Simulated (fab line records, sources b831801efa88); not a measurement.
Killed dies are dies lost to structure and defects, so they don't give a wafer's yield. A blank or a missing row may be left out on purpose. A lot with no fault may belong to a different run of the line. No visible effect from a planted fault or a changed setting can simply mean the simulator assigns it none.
Code-filled problem report in 8D (eight disciplines) form + flow sky130 + the parts of the form that need people (team, actions taken, sign-off) are left out

## 1. WHAT WENT WRONG
Mean of rf-fwd-power-W at SKY_METAL2_METAL_ETCH_19: 751 W across 6 wafers in 2 lots; on wafers with no fault it is 893 W (standard deviation 3.5). Measured from the usual mean, that is -41 standard deviations.
The step: etches the open film in Cl2/BCl3, stops on SiO2, target depth 360 nm, time 78 s.
Seen first at day 37 00:16 on rie-metal-02, wafer L222.2. Wafers with a number at this step in the record: 30, from 10 lots. The rule behind "out" and "out of limits": a value lying over 4 standard deviations away from the usual mean. Any other wafer with a number is counted as sound.

## 2. WHAT THIS IS AND IS NOT
| question                    | is                     | is not                                                                                                  |
|-----------------------------|------------------------|---------------------------------------------------------------------------------------------------------|
| which readings at this step | rf-fwd-power-W         | drypump-motor-current-A, throttle-valve-pct                                                             |
| which lots                  | L222, L224             | L220, L223, L227, L233, L234, L237, L238, L241                                                          |
| which wafers of those lots  | all that have a number | -                                                                                                       |
| read on which tools         | rie-metal-02           | rie-metal-01, rie-metal-03                                                                              |
| when                        | from day 37 00:16      | up to then (3 sound wafers); but 21 sound wafers of L223, L227, L233, L234, L237, L238, L241 came after |

## 3. SUSPECTS, AND WHAT RULES EACH OUT
Counting: any tool at a process step up to the reading is kept as a suspect provided that every lot that is out went through it and no sound lot did after the first of them.
- rie-metal-02 at SKY_METAL2_DESCUM_17 (chemistry O2, time 8 s): ruled out as a lasting fault. The sound lots L234, L238 went through it after L222, its earliest lot that is out (day 37 00:10).
- rie-metal-02 at SKY_METAL2_METAL_ETCH_19 (etches the open film in Cl2/BCl3, stops on SiO2, target depth 360 nm, time 78 s): ruled out as a lasting fault. The sound lots L234, L238 went through it after L222, its earliest lot that is out (day 37 00:16).
Left after counting: nothing in the record.

## 4. THE CAUSE (what the simulator had put in)
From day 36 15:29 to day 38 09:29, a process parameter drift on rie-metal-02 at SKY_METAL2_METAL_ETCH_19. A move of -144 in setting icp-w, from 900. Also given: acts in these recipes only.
Counting ruled it out, wrongly.

## 5. THE EFFECT CHAIN, in route order
Each row: a reading where the mean over the struck wafers with a number is more than 3 standard deviations away from the usual. Scope: only readings with a usual standard deviation given in the record; hours: median across lots of the time from each lot's start at the first step in this table that gives one to its start at this step; sigmas: change in usual standard deviations.
| hours | step                     | reading                  | usual  | on struck wafers | change | sigmas |
|-------|--------------------------|--------------------------|--------|------------------|--------|--------|
| 0     | SKY_METAL2_METAL_ETCH_19 | rf-fwd-power-W           | 893 W  | 751              | -142   | -41    |
| 0     | SKY_METAL2_STRIP_20      | strip-time-to-endpoint-s | 2.74 s | 3.11             | +0.37  | +4.4   |
Here are the process steps it includes:
- SKY_METAL2_METAL_ETCH_19: etches the open film in Cl2/BCl3, stops on SiO2, target depth 360 nm, time 78 s.
- SKY_METAL2_STRIP_20: strips in O2/N2.

## 6. WHAT WOULD HAVE CAUGHT IT SOONER
9 hours passed between the start of the fault at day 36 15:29 and the first reading out of limits in this record, taken at day 37 00:16.
